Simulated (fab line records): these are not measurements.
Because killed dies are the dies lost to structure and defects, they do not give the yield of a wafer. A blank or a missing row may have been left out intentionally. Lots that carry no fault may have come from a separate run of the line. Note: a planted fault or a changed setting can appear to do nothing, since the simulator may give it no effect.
fab line records | flow gf180mcu
record: lots: 14 | wafers: 42 | last-day: 34
route steps=602 shown CONTACT@300
lots that met no fault: from a run of the same line without faults
start-h: hours from the record's opening day to when the first of the lot's shown wafers began | wait-h: hours elapsed since this lot's preceding step | " repeats the value in the row above | L1.1+2: a row that stands for several wafers | - no value, or no start was given | * or withheld: withheld | < > ~ a bound
route shown NAME@n: a module of which the file shows steps, and the number in the route of the first | usual: mean/standard deviation taken from wafers without a fault | same: alike in all rows | chamber/n: place in a boat | sites: per-site readings | _std_site: the values' standard deviation | _edge_site: mean of outer sites minus mean of inner sites | radius-mm: for every site, how far away it sits from the centre of the wafer | mask NAME#n: copy n | behind: the tool/chamber that last shaped the wafer | hold: the reason the lot was held/the length of the hold in hours/how it ended | device: transistor that didn't switch, given as n, p or np | end of line: the same wafers' tests at the end of the route | for a step that has no rows: nothing shown but its recipe | killed: dies that structure and defects cost at the first sort, which is not the same as the wafer's yield | map: a wafer's dies, x killed, . not, _ none there
set.NAME: the run value of the setting; set.NAME@STEP: its run value at that earlier step | model.NAME: the simulator's own value behind a step, which no gauge read
steps of the route over a sample of lots; a table a step, a row a wafer
services: a tool's chamber out of use, with start hour (start-h, from the record's first day; less than 0 if before it), hours out, and reason
== steps ==
step: GF_CONTACT_DEVELOP_13
recipe: develop-time-s: 60 | resist: KrF | dev-temp-c: 21
usual: chill-plate-temp-C: 22.98/0.099 | develop-time-s: 60/0
lot.wafer | tool           | chamber | start-h | wait-h | chill-plate-temp-C | develop-time-s
L479.2    | litho-track-03 | 0       | 364.74  | 0.2    | 22.89              | 60
L479.3    | "              | 0       | "       | "      | 22.98              | 60
L479.6    | "              | 0       | "       | "      | 23.08              | 60
L481.1    | litho-track-01 | 0       | 379.21  | 0.2    | 22.86              | 60
L481.3    | "              | 0       | "       | "      | 22.96              | 60
L481.5    | "              | 0       | "       | "      | 22.78              | 60
L482.2    | litho-track-01 | 0       | 396.44  | 0.2    | 22.84              | 60
L482.4    | "              | 0       | "       | "      | 22.98              | 60
L482.5    | "              | 0       | "       | "      | 22.91              | 60
L485.2    | litho-track-01 | 0       | 419.94  | 0.2    | 23.24              | 60
L485.3    | "              | 0       | "       | "      | 23.18              | 60
L485.5    | "              | 0       | "       | "      | 22.96              | 60
L486.3    | litho-track-03 | 0       | 422.87  | 0.1    | 23.10              | 60
L486.4    | "              | 0       | "       | "      | 23.00              | 60
L486.6    | "              | 0       | "       | "      | 22.96              | 60
L488.1    | litho-track-01 | -       | 440.26  | 0.2    | -                  | -
L488.3    | "              | -       | "       | "      | -                  | -
L488.5    | "              | -       | "       | "      | -                  | -
L489.3    | litho-track-01 | -       | 451.16  | 0.1    | -                  | -
L489.5    | "              | -       | "       | "      | -                  | -
L489.6    | "              | -       | "       | "      | -                  | -
L491.4    | litho-track-04 | 0       | 470.71  | 0.1    | 22.97              | 60
L491.5    | "              | 0       | "       | "      | 22.92              | 60
L491.6    | "              | 0       | "       | "      | 23.02              | 60
L497.1    | litho-track-03 | 0       | 530.52  | 0.2    | 23.00              | 60
L497.3    | "              | 0       | "       | "      | 23.00              | 60
L497.4    | "              | 0       | "       | "      | 22.93              | 60
L498.2    | litho-track-01 | 0       | 536.14  | 0.2    | 22.84              | 60
L498.5    | "              | 0       | "       | "      | 22.91              | 60
L498.6    | "              | 0       | "       | "      | 22.95              | 60
L499.2    | litho-track-04 | 0       | 536.91  | 0.2    | 23.20              | 60
L499.4    | "              | 0       | "       | "      | 23.17              | 60
L499.5    | "              | 0       | "       | "      | 23.14              | 60
L500.2    | litho-track-03 | 0       | 541.49  | 0.2    | 22.92              | 60
L500.3    | "              | 0       | "       | "      | 22.94              | 60
L500.5    | "              | 0       | "       | "      | 22.78              | 60
L501.2    | litho-track-03 | 0       | 552.44  | 0.2    | 23.13              | 60
L501.3    | "              | 0       | "       | "      | 23.00              | 60
L501.5    | "              | 0       | "       | "      | 23.04              | 60
L502.1    | litho-track-04 | 0       | 560.63  | 0.2    | 22.81              | 60
L502.2    | "              | 0       | "       | "      | 22.93              | 60
L502.3    | "              | 0       | "       | "      | 22.92              | 60
step: GF_CONTACT_OVL_MEAS_15
usual: CONTACT_OVL: 3/5.7
lot.wafer | tool       | chamber | start-h | wait-h | CONTACT_OVL[nm]
L479.2    | overlay-01 | -       | 364.99  | 0.1    | 9
L479.3    | "          | -       | "       | "      | 6
L479.6    | "          | -       | "       | "      | 10
L481.1    | overlay-01 | -       | 379.48  | 0.1    | 2
L481.3    | "          | -       | "       | "      | 6
L481.5    | "          | -       | "       | "      | 15
L482.2    | overlay-01 | -       | 396.69  | 0.1    | 3
L482.4    | "          | -       | "       | "      | 1
L482.5    | "          | -       | "       | "      | 1
L485.2    | overlay-01 | -       | 420.19  | 0.1    | 0
L485.3    | "          | -       | "       | "      | 1
L485.5    | "          | -       | "       | "      | 7
L486.3    | overlay-01 | -       | 423.10  | 0.1    | -4
L486.4    | "          | -       | "       | "      | -4
L486.6    | "          | -       | "       | "      | -11
L488.1    | overlay-01 | -       | 440.53  | 0.1    | -
L488.3    | "          | -       | "       | "      | -
L488.5    | "          | -       | "       | "      | -
L489.3    | overlay-02 | -       | 451.39  | 0.1    | -
L489.5    | "          | -       | "       | "      | -
L489.6    | "          | -       | "       | "      | -
L491.4    | overlay-01 | -       | 470.92  | 0.1    | 6
L491.5    | "          | -       | "       | "      | 1
L491.6    | "          | -       | "       | "      | 0
L497.1    | overlay-02 | -       | 530.79  | 0.1    | -4
L497.3    | "          | -       | "       | "      | -6
L497.4    | "          | -       | "       | "      | 10
L498.2    | overlay-02 | -       | 536.39  | 0.1    | 6
L498.5    | "          | -       | "       | "      | 0
L498.6    | "          | -       | "       | "      | -5
L499.2    | overlay-02 | -       | 537.16  | 0.1    | -3
L499.4    | "          | -       | "       | "      | 6
L499.5    | "          | -       | "       | "      | -3
L500.2    | overlay-01 | -       | 541.74  | 0.1    | 5
L500.3    | "          | -       | "       | "      | 2
L500.5    | "          | -       | "       | "      | 5
L501.2    | overlay-01 | -       | 552.69  | 0.1    | 12
L501.3    | "          | -       | "       | "      | -5
L501.5    | "          | -       | "       | "      | 1
L502.1    | overlay-01 | -       | 560.90  | 0.1    | 6
L502.2    | "          | -       | "       | "      | 4
L502.3    | "          | -       | "       | "      | 5
step: GF_CONTACT_STRIP_18
recipe: chemistry: O2/N2 | power-w: 1400 | pressure-mtorr: 1500 | platen-temp-c: 250 | o2-flow-sccm: 3000 | n2-flow-sccm: 300 | overash-fraction: 0.5
usual: drypump-motor-current-A: 5.6/0.52 | heater-power-w: 334/26 | oes-product-au: 0.580/0.005
lot.wafer | tool            | chamber | start-h | wait-h | drypump-motor-current-A | heater-power-w | oes-product-au | rf-hours-counter-h
L479.2    | plasma-asher-01 | 0       | 365.19  | -      | 5.9                     | 368            | 0.581          | 70
L479.3    | "               | 0       | "       | "      | 5.9                     | 377            | 0.578          | -
L479.6    | "               | 1       | "       | "      | 4.9                     | 335            | 0.582          | -
L481.1    | plasma-asher-02 | 1       | 379.68  | -      | 5.9                     | 328            | 0.581          | 23
L481.3    | "               | 1       | "       | "      | 5.9                     | 327            | 0.576          | -
L481.5    | "               | 1       | "       | "      | 5.8                     | 326            | 0.575          | -
L482.2    | plasma-asher-01 | 0       | 396.88  | -      | 5.9                     | 362            | 0.574          | 74
L482.4    | "               | 0       | "       | "      | 5.9                     | 369            | 0.581          | -
L482.5    | "               | 1       | "       | "      | 4.9                     | 346            | 0.580          | -
L485.2    | plasma-asher-01 | 0       | 420.38  | -      | 5.9                     | 369            | 0.575          | 76
L485.3    | "               | 1       | "       | "      | 4.9                     | 340            | 0.578          | -
L485.5    | "               | 0       | "       | "      | 5.9                     | 387            | 0.586          | -
L486.3    | plasma-asher-03 | 0       | 423.32  | -      | 5.0                     | 350            | 0.577          | -
L486.4    | "               | 1       | "       | "      | 5.9                     | 292            | 0.570          | -
L486.6    | "               | 1       | "       | "      | 5.8                     | 291            | 0.578          | -
L488.1    | plasma-asher-01 | 1       | 440.73  | -      | 4.9                     | 349            | 0.585          | 1
L488.3    | "               | 0       | "       | "      | 5.9                     | 357            | 0.587          | -
L488.5    | "               | 1       | "       | "      | 4.9                     | 345            | 0.590          | -
L489.3    | plasma-asher-03 | 0       | 451.61  | -      | 5.0                     | 348            | 0.585          | -
L489.5    | "               | 1       | "       | "      | 5.9                     | 295            | 0.589          | -
L489.6    | "               | 0       | "       | "      | 5.0                     | 349            | 0.582          | -
L491.4    | plasma-asher-03 | 1       | 471.13  | -      | 5.8                     | 299            | 0.585          | -
L491.5    | "               | 0       | "       | "      | 4.9                     | 347            | 0.587          | -
L491.6    | "               | 1       | "       | "      | 5.8                     | 286            | 0.574          | -
L497.1    | plasma-asher-02 | 1       | 530.98  | -      | 5.9                     | 326            | 0.572          | 38
L497.3    | "               | 0       | "       | "      | 6.4                     | 334            | 0.583          | -
L497.4    | "               | 1       | "       | "      | 5.9                     | 324            | 0.581          | -
L498.2    | plasma-asher-03 | 1       | 536.58  | -      | 5.9                     | 291            | 0.574          | 73
L498.5    | "               | 1       | "       | "      | 5.9                     | 297            | 0.582          | -
L498.6    | "               | 0       | "       | "      | 4.9                     | 344            | 0.576          | -
L499.2    | plasma-asher-02 | 1       | 537.35  | -      | 5.9                     | 321            | 0.578          | 39
L499.4    | "               | 1       | "       | "      | 5.9                     | 323            | 0.573          | -
L499.5    | "               | 1       | "       | "      | 5.8                     | 324            | 0.587          | -
L500.2    | plasma-asher-02 | 0       | 541.93  | -      | 6.3                     | 323            | 0.583          | 40
L500.3    | "               | 1       | "       | "      | 5.9                     | 328            | 0.580          | -
L500.5    | "               | 0       | "       | "      | 6.3                     | 321            | 0.576          | -
L501.2    | plasma-asher-02 | 0       | 552.88  | -      | 6.3                     | 328            | 0.576          | 41
L501.3    | "               | 0       | "       | "      | 6.3                     | 320            | 0.579          | -
L501.5    | "               | 0       | "       | "      | 6.3                     | 318            | 0.580          | -
L502.1    | plasma-asher-01 | 0       | 561.10  | -      | 5.9                     | 369            | 0.582          | 14
L502.2    | "               | 1       | "       | "      | 4.9                     | 348            | 0.583          | 14
L502.3    | "               | 1       | "       | "      | 4.9                     | 342            | 0.578          | -
step: GF_CONTACT_SPUTTER_22
recipe: material: Ti | target-thk-nm: 15 | chamber-pressure-pa: 5 | power-w: 2500 | substrate-temp-c: 200 | time-s: 80.02
usual: throttle-valve-pct: 30.3/1.1
same: time-s: 80.02
lot.wafer | tool           | chamber | start-h | wait-h | throttle-valve-pct
L479.2    | pvd-sputter-03 | -       | 365.48  | 0.0    | 31.6
L479.3    | "              | -       | "       | "      | 30.0
L479.6    | "              | -       | "       | "      | 29.7
L481.1    | pvd-sputter-02 | -       | 380.00  | 0.0    | 28.8
L481.3    | "              | -       | "       | "      | 28.1
L481.5    | "              | -       | "       | "      | 27.9
L482.2    | pvd-sputter-03 | -       | 397.19  | 0.0    | 31.8
L482.4    | "              | -       | "       | "      | 30.1
L482.5    | "              | -       | "       | "      | 29.7
L485.2    | pvd-sputter-03 | -       | 420.69  | 0.0    | 31.6
L485.3    | "              | -       | "       | "      | 30.9
L485.5    | "              | -       | "       | "      | 30.0
L486.3    | pvd-sputter-04 | -       | 423.60  | 0.0    | 31.9
L486.4    | "              | -       | "       | "      | 29.3
L486.6    | "              | -       | "       | "      | 29.3
L488.1    | pvd-sputter-03 | -       | 441.05  | 0.0    | 30.7
L488.3    | "              | -       | "       | "      | 29.5
L488.5    | "              | -       | "       | "      | 29.7
L489.3    | pvd-sputter-02 | -       | 451.88  | 0.0    | 29.6
L489.5    | "              | -       | "       | "      | 29.4
L489.6    | "              | -       | "       | "      | 28.0
L491.4    | pvd-sputter-04 | -       | 471.43  | 0.0    | 31.2
L491.5    | "              | -       | "       | "      | 32.0
L491.6    | "              | -       | "       | "      | 29.1
L497.1    | pvd-sputter-03 | -       | 531.28  | 0.0    | 31.5
L497.3    | "              | -       | "       | "      | 29.6
L497.4    | "              | -       | "       | "      | 30.9
L498.2    | pvd-sputter-04 | -       | 536.88  | 0.0    | 29.2
L498.5    | "              | -       | "       | "      | 28.9
L498.6    | "              | -       | "       | "      | 31.4
L499.2    | pvd-sputter-03 | -       | 537.66  | 0.0    | 30.7
L499.4    | "              | -       | "       | "      | 29.7
L499.5    | "              | -       | "       | "      | 29.5
L500.2    | pvd-sputter-04 | -       | 542.24  | 0.0    | 29.5
L500.3    | "              | -       | "       | "      | 31.8
L500.5    | "              | -       | "       | "      | 31.2
L501.2    | pvd-sputter-04 | -       | 553.18  | 0.0    | 29.2
L501.3    | "              | -       | "       | "      | 29.7
L501.5    | "              | -       | "       | "      | 30.1
L502.1    | pvd-sputter-03 | -       | 561.40  | 0.0    | 30.6
L502.2    | "              | -       | "       | "      | 29.4
L502.3    | "              | -       | "       | "      | 29.7
== services ==
tool            | chamber | start-h | hours | kind
pvd-sputter-03  | -       | 389.09  | 3.5   | repair
plasma-asher-02 | -       | 391.21  | 4.3   | pm
pvd-sputter-04  | -       | 403.45  | 2.7   | repair
pvd-sputter-03  | -       | 421.16  | 0.5   | repair
plasma-asher-01 | -       | 421.25  | 9.0   | pm
plasma-asher-01 | 0       | 421.25  | 9.0   | vent-cycle
plasma-asher-01 | 1       | 421.25  | 9.0   | vent-cycle
pvd-sputter-03  | -       | 425.90  | 5.0   | repair
plasma-asher-01 | 0       | 430.25  | -     | clean
plasma-asher-01 | 1       | 430.25  | -     | clean
pvd-sputter-04  | -       | 447.13  | 9.4   | repair
pvd-sputter-04  | -       | 475.97  | 1.0   | repair
pvd-sputter-04  | -       | 505.59  | 2.3   | repair
pvd-sputter-04  | -       | 518.50  | 2.4   | repair
pvd-sputter-04  | -       | 523.75  | 4.2   | repair
== key ==
first-sign: step: GF_CONTACT_DEVELOP_13 | reading: tool-record | direction: missing
effect none on later readings
met-at GF_CONTACT_DEVELOP_13
struck-lots L488,L489
later-rows-left-out L488.1,L488.3,L488.5,L489.3,L489.5,L489.6
sort-left-out L488.1,L488.3,L488.5,L489.3,L489.5,L489.6
tester-left-out L488,L489
not-acting-at GF_CONTACT_OVL_MEAS_15,GF_CONTACT_STRIP_18,GF_CONTACT_SPUTTER_22
onset-between 419.94 440.26
fault: kind: skipped-step-whole | tool: litho-track-01 | chamber: - | onset-h: 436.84 | steps: GF_CONTACT_DEVELOP_13 | scope: struck-lots-only
tester-left-out: of these lots the tester's yield and bins aren't shown, on N5 and GAA mostly nor the transistor test; their killed dies are dies lost to structure and defects alone, not to doping, threshold or leakage, so they don't give the yield
sort-left-out: the simulated sort isn't trusted on such a fault, so these wafers' sort isn't shown, and their yield isn't known
later-rows-left-out: the simulator's readings of these wafers behind a module that went badly wrong aren't trusted and aren't shown, but for the sort
